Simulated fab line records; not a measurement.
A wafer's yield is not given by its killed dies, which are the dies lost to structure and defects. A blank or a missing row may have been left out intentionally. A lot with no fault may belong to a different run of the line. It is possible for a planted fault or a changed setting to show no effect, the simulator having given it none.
Which of the tools did it? + flow sky130 + Sampling: 24 lots, 72 wafers, 6 of 708 route steps

WHAT THE GAUGES SHOWED, per wafer
SKY_METAL2_THK_MEAS_06: measures by xrf.
| lot  | measured     | on            | METAL2_ALCU_THK (nm) |
|------|--------------|---------------|----------------------|
| L074 | day 34 08:26 | film metro-03 | 249 252 249          |
| L075 | day 34 20:40 | film metro-02 | 244 242 242          |
| L076 | day 35 05:28 | film metro-04 | 254 249 244          |
| L077 | day 35 13:59 | film metro-04 | 252 254 251          |
| L078 | day 35 17:52 | film metro-03 | 244 246 244          |
| L079 | day 36 08:19 | film metro-03 | 251 253 250          |
| L080 | day 36 10:31 | film metro-03 | 254 252 256          |
| L081 | day 36 13:23 | film metro-04 | 253 249 249          |
| L082 | day 36 20:58 | film metro-03 | 256 251 254          |
| L083 | day 37 07:21 | film metro-04 | 252 251 246          |
| L084 | day 37 09:41 | film metro-04 | 245 244 245          |
| L085 | day 37 18:38 | film metro-03 | 242 242 252          |
| L087 | day 38 08:17 | film metro-03 | 252 249 250          |
| L086 | day 38 10:08 | film metro-03 | 246 251 245          |
| L088 | day 38 10:27 | film metro-04 | 246 245 249          |
| L089 | day 39 02:11 | film metro-04 | 248 245 249          |
| L090 | day 39 08:58 | film metro-02 | 243 240 243          |
| L091 | day 39 11:53 | film metro-02 | 244 242 239          |
| L092 | day 39 17:26 | film metro-04 | 248 249 251          |
| L093 | day 40 08:15 | film metro-03 | 247 250 245          |
| L094 | day 40 10:02 | film metro-02 | 243 246 247          |
| L095 | day 40 12:20 | film metro-02 | 241 240 242          |
| L096 | day 40 21:34 | film metro-04 | 249 246 248          |
| L097 | day 41 06:16 | film metro-04 | 250 243 247          |

SKY_METAL3_OVL_MEAS_14.
| lot  | measured     | on         | METAL3_OVL (nm) |
|------|--------------|------------|-----------------|
| L074 | day 38 20:40 | overlay-02 | 0 -3 14         |
| L075 | day 39 07:34 | overlay-02 | 7 -6 6          |
| L076 | day 39 15:04 | overlay-01 | 5 3 0           |
| L077 | day 39 23:42 | overlay-01 | -4 -3 1         |
| L078 | day 40 03:13 | overlay-02 | 1 5 -6          |
| L079 | day 40 16:37 | overlay-02 | 4 3 2           |
| L080 | day 40 18:01 | overlay-02 | -2 0 6          |
| L081 | day 40 20:13 | overlay-01 | -10 -5 -10      |
| L082 | day 41 05:19 | overlay-02 | -8 -6 -7        |
| L083 | day 41 15:20 | overlay-01 | -7 -6 -6        |
| L084 | day 41 16:11 | overlay-01 | -5 -11 -9       |
| L085 | day 42 01:14 | overlay-02 | 2 2 1           |
| L087 | day 42 14:22 | overlay-01 | 6 7 -5          |
| L086 | day 42 16:32 | overlay-01 | 2 4 4           |
| L088 | day 42 16:41 | overlay-02 | -7 -23 -11      |
| L089 | day 43 05:40 | overlay-02 | -6 13 3         |
| L090 | day 43 12:49 | overlay-01 | 3 2 7           |
| L091 | day 43 16:22 | overlay-01 | 3 -8 8          |
| L092 | day 43 19:44 | overlay-01 | -10 -11 -8      |
| L093 | day 44 08:53 | overlay-02 | -6 -15 2        |
| L094 | day 44 13:02 | overlay-02 | -3 5 -1         |
| L095 | day 44 15:22 | overlay-02 | 4 5 0           |
| L096 | day 44 22:10 | overlay-02 | 4 -1 -3         |
| L097 | day 45 06:18 | overlay-02 | -8 -7 -6        |

SKY_VIA3_CD_MEAS_12 targets a cd of 200 nm.
| lot  | measured     | on        | cd nm (nm)        |
|------|--------------|-----------|-------------------|
| L074 | day 39 22:52 | cd sem-01 | 198.5 196.7 197.0 |
| L075 | day 40 09:52 | cd sem-02 | 199.6 199.8 198.6 |
| L076 | day 40 16:50 | cd sem-01 | 201.9 202.6 202.0 |
| L077 | day 41 02:08 | cd sem-01 | 199.5 199.6 199.8 |
| L078 | day 41 05:19 | cd sem-02 | 199.9 199.0 198.7 |
| L079 | day 41 17:32 | cd sem-01 | 200.7 201.3 201.4 |
| L080 | day 41 19:23 | cd sem-02 | 197.8 197.3 196.6 |
| L081 | day 41 22:18 | cd sem-02 | 200.2 200.9 201.2 |
| L082 | day 42 06:55 | cd sem-01 | 197.7 198.5 199.5 |
| L083 | day 42 17:05 | cd sem-01 | 199.9 199.2 198.6 |
| L084 | day 42 17:25 | cd sem-02 | 200.3 200.3 201.1 |
| L085 | day 43 01:44 | cd sem-01 | 198.1 200.0 199.7 |
| L087 | day 43 15:19 | cd sem-02 | 201.1 200.4 202.3 |
| L086 | day 43 17:08 | cd sem-02 | 197.9 198.3 199.2 |
| L088 | day 43 17:29 | cd sem-02 | 201.4 200.6 201.0 |
| L089 | day 44 05:34 | cd sem-02 | 202.8 201.9 203.4 |
| L090 | day 44 12:59 | cd sem-02 | 200.4 200.9 202.3 |
| L091 | day 44 16:53 | cd sem-01 | 199.9 197.3 198.4 |
| L092 | day 44 20:07 | cd sem-01 | 198.6 198.6 199.7 |
| L093 | day 45 08:33 | cd sem-02 | 200.7 202.6 200.6 |
| L094 | day 45 12:49 | cd sem-02 | 203.8 202.4 200.8 |
| L095 | day 45 14:58 | cd sem-01 | 201.5 201.0 202.4 |
| L096 | day 45 21:56 | cd sem-01 | 199.3 198.7 198.6 |
| L097 | day 46 04:49 | cd sem-01 | 201.4 201.5 201.9 |

EACH LOT AND THE TOOL THAT RAN IT (in order: tool; ch and the chambers of the sampled wafers; start)
| lot  | SKY_VIA1_ETCH_15                   | SKY_METAL3_DESCUM_15              | SKY_VIA3_CMP_02               |
|------|------------------------------------|-----------------------------------|-------------------------------|
| L074 | rie diel-03 ch 0,1, day 34 06:33   | rie metal-04 ch 0,1, day 38 20:43 | cmp-02 ch 0,1,3, day 38 21:52 |
| L075 | rie diel-02 ch 0,1,2, day 34 19:06 | rie metal-04 ch 0,1, day 39 07:35 | cmp-01 ch 1,2, day 39 08:44   |
| L076 | rie diel-03 ch 0,1,2, day 35 03:52 | rie metal-03 ch 0,1, day 39 15:05 | cmp-01 ch 0,2, day 39 16:17   |
| L077 | rie diel-03 ch 0,1, day 35 12:25   | rie metal-04 ch 0,1, day 39 23:44 | cmp-02 ch 1,2, day 40 00:59   |
| L078 | rie diel-03 ch 0,1,3, day 35 16:14 | rie metal-01 ch 0,1, day 40 03:14 | cmp-02 ch 1,2,3, day 40 04:26 |
| L079 | rie diel-03 ch 0,2, day 36 06:36   | rie metal-01 ch 1, day 40 16:38   | cmp-02 ch 0,2,3, day 40 17:49 |
| L080 | rie diel-01 ch 2,3, day 36 07:58   | rie metal-04 ch 0,1, day 40 18:04 | cmp-02 ch 0,1,3, day 40 19:22 |
| L081 | rie diel-03 ch 0,2, day 36 11:40   | rie metal-04 ch 0,1, day 40 20:15 | cmp-01 ch 0,1,2, day 40 21:33 |
| L082 | rie diel-01 ch 0,2,3, day 36 19:26 | rie metal-01 ch 0,1, day 41 05:22 | cmp-02 ch 0,2, day 41 06:34   |
| L083 | rie diel-02 ch 0,1,3, day 37 05:49 | rie metal-03 ch 0,1, day 41 15:22 | cmp-02 ch 1,2,3, day 41 16:37 |
| L084 | rie diel-01 ch 0,2,3, day 37 08:10 | rie metal-01 ch 0,1, day 41 16:13 | cmp-02 ch 0,2,3, day 41 17:31 |
| L085 | rie diel-01 ch 1,2,3, day 37 17:07 | rie metal-01 ch 0,1, day 42 01:16 | cmp-01 ch 1,2,3, day 42 02:25 |
| L087 | rie diel-03 ch 0,2,3, day 38 06:45 | rie metal-04 ch 0,1, day 42 14:25 | cmp-02 ch 0,1,2, day 42 15:41 |
| L086 | rie diel-02 ch 0,2,3, day 38 08:29 | rie metal-04 ch 0,1, day 42 16:34 | cmp-01 ch 1,2,3, day 42 17:47 |
| L088 | rie diel-01 ch 0,1,2, day 38 08:52 | rie metal-03 ch 0,1, day 42 16:42 | cmp-02 ch 1,2, day 42 17:53   |
| L089 | rie diel-03 ch 0,1,3, day 39 00:40 | rie metal-04 ch 0,1, day 43 05:43 | cmp-01 ch 0,2,3, day 43 06:53 |
| L090 | rie diel-02 ch 0,1, day 39 07:24   | rie metal-01 ch 0,1, day 43 12:50 | cmp-02 ch 1,2, day 43 14:15   |
| L091 | rie diel-02 ch 0,1,2, day 39 10:21 | rie metal-01 ch 0,1, day 43 16:23 | cmp-01 ch 0,1, day 43 17:46   |
| L092 | rie diel-01 ch 0,1,3, day 39 15:52 | rie metal-03 ch 0,1, day 43 19:46 | cmp-02 ch 1,2,3, day 43 20:55 |
| L093 | rie diel-01 ch 1,2,3, day 40 06:15 | rie metal-04 ch 0,1, day 44 08:55 | cmp-01 ch 1,2, day 44 10:03   |
| L094 | rie diel-02 ch 2,3, day 40 07:42   | rie metal-01 ch 0,1, day 44 13:04 | cmp-02 ch 0,1,2, day 44 14:16 |
| L095 | rie diel-01 ch 0,2, day 40 10:47   | rie metal-01 ch 0,1, day 44 15:23 | cmp-01 ch 0,1,2, day 44 16:38 |
| L096 | rie diel-03 ch 1,2,3, day 40 19:56 | rie metal-01 ch 0,1, day 44 22:12 | cmp-01 ch 0,1,2, day 44 23:47 |
| L097 | rie diel-02 ch 0,2, day 41 04:29   | rie metal-04 ch 0,1, day 45 06:20 | cmp-01 ch 0,1,2, day 45 07:37 |
- SKY_VIA1_ETCH_15: etches SiO2 in C4F8/O2/Ar, stops on TiN, target depth 351 nm, time 54 s.
- SKY_METAL3_DESCUM_15: chemistry O2, time 8 s.
- SKY_VIA3_CMP_02: polishes SiO2.

WHAT THE TOOLS THEMSELVES READ (means of the sampled wafers that have a number; where no wafer has one, the mark that the record gives instead)
SKY_VIA1_ETCH_15.
| lot  | tool        | bias w (W) | oes product au (a.u.) |
|------|-------------|------------|-----------------------|
| L074 | rie diel-03 | 1202       | 0.987                 |
| L075 | rie diel-02 | 1203       | 0.982                 |
| L076 | rie diel-03 | 1205       | 0.989                 |
| L077 | rie diel-03 | 1199       | 0.990                 |
| L078 | rie diel-03 | 1199       | 0.986                 |
| L079 | rie diel-03 | 1200       | 0.986                 |
| L080 | rie diel-01 | 1202       | 0.977                 |
| L081 | rie diel-03 | 1197       | 0.988                 |
| L082 | rie diel-01 | 1203       | 0.983                 |
| L083 | rie diel-02 | 1203       | 0.983                 |
| L084 | rie diel-01 | 1199       | 0.986                 |
| L085 | rie diel-01 | 1199       | 0.972                 |
| L087 | rie diel-03 | 1199       | 0.983                 |
| L086 | rie diel-02 | 1200       | 0.978                 |
| L088 | rie diel-01 | 1199       | 0.984                 |
| L089 | rie diel-03 | 1199       | 0.982                 |
| L090 | rie diel-02 | 1200       | 0.985                 |
| L091 | rie diel-02 | 1199       | 0.977                 |
| L092 | rie diel-01 | 1196       | 0.984                 |
| L093 | rie diel-01 | 1200       | 0.985                 |
| L094 | rie diel-02 | 1196       | 0.979                 |
| L095 | rie diel-01 | 1205       | 0.983                 |
| L096 | rie diel-03 | 1204       | 0.981                 |
| L097 | rie diel-02 | 1200       | 0.983                 |

SKY_METAL3_DESCUM_15.
| lot  | tool         | drypump motor current A (A) | oes product au (a.u.) |
|------|--------------|-----------------------------|-----------------------|
| L074 | rie metal-04 | 5.5                         | 1.004                 |
| L075 | rie metal-04 | 5.6                         | 0.996                 |
| L076 | rie metal-03 | 5.8                         | 1.000                 |
| L077 | rie metal-04 | 5.5                         | 1.006                 |
| L078 | rie metal-01 | 5.1                         | 0.986                 |
| L079 | rie metal-01 | 5.9                         | 0.975                 |
| L080 | rie metal-04 | 5.5                         | 1.002                 |
| L081 | rie metal-04 | 5.5                         | 0.997                 |
| L082 | rie metal-01 | 5.5                         | 0.983                 |
| L083 | rie metal-03 | 5.4                         | 0.996                 |
| L084 | rie metal-01 | 5.1                         | 0.986                 |
| L085 | rie metal-01 | 5.1                         | 0.982                 |
| L087 | rie metal-04 | 5.5                         | 1.013                 |
| L086 | rie metal-04 | 5.5                         | 1.004                 |
| L088 | rie metal-03 | 5.5                         | 0.996                 |
| L089 | rie metal-04 | 5.5                         | 1.007                 |
| L090 | rie metal-01 | 5.1                         | 0.981                 |
| L091 | rie metal-01 | 5.1                         | 0.980                 |
| L092 | rie metal-03 | 5.8                         | 1.002                 |
| L093 | rie metal-04 | 5.5                         | 1.005                 |
| L094 | rie metal-01 | 5.1                         | 0.987                 |
| L095 | rie metal-01 | 5.1                         | 0.985                 |
| L096 | rie metal-01 | 5.1                         | 0.977                 |
| L097 | rie metal-04 | 5.5                         | 1.008                 |

SKY_VIA3_CMP_02.
| lot  | tool   | motor current A (A) | slurry flow ml min |
|------|--------|---------------------|--------------------|
| L074 | cmp-02 | 12.7                | 149.8              |
| L075 | cmp-01 | 10.5                | 150.2              |
| L076 | cmp-01 | 11.1                | 150.0              |
| L077 | cmp-02 | 12.3                | 150.4              |
| L078 | cmp-02 | 12.7                | 149.9              |
| L079 | cmp-02 | 12.9                | 150.0              |
| L080 | cmp-02 | 12.7                | 150.1              |
| L081 | cmp-01 | 11.0                | 150.3              |
| L082 | cmp-02 | 12.4                | 150.0              |
| L083 | cmp-02 | 12.4                | 150.1              |
| L084 | cmp-02 | 12.9                | 149.8              |
| L085 | cmp-01 | 10.9                | 149.6              |
| L087 | cmp-02 | 12.4                | 150.4              |
| L086 | cmp-01 | 11.1                | 150.1              |
| L088 | cmp-02 | 12.5                | 150.0              |
| L089 | cmp-01 | 11.2                | 149.9              |
| L090 | cmp-02 | 12.3                | 149.4              |
| L091 | cmp-01 | 12.1                | 149.9              |
| L092 | cmp-02 | 12.6                | 149.7              |
| L093 | cmp-01 | 9.7                 | 150.3              |
| L094 | cmp-02 | 12.4                | 149.7              |
| L095 | cmp-01 | 10.9                | 149.6              |
| L096 | cmp-01 | 10.9                | 150.2              |
| L097 | cmp-01 | 10.9                | 150.0              |

THE ANSWER, worked out from the rows above alone
Rule: what is usual is taken from the lots themselves. The widest of any qualifying gaps counts: lots, ordered by their means at a reading, are off when they make up no more than a third of the lots, leave a main group of 4 or more, and stand apart from it by 3 or more times the standard deviation of that group's means. A main group is skipped when, at the precision printed for the reading in the tables above, its means are all equal. A lot without any number at a reading at which 4 lots or more have one is off too. The other lots that the step has rows for count as sound. The gauges are gone through in route order, then the tools' own readings, and for those a lot's mean is taken as printed above. At the first step where some lot is off, the reading lying furthest off is the one used; lots without a number count as furthest.
No lot is off on any of the readings shown, so nothing can be concluded from this.

WHAT THE SIMULATOR HAD PUT IN
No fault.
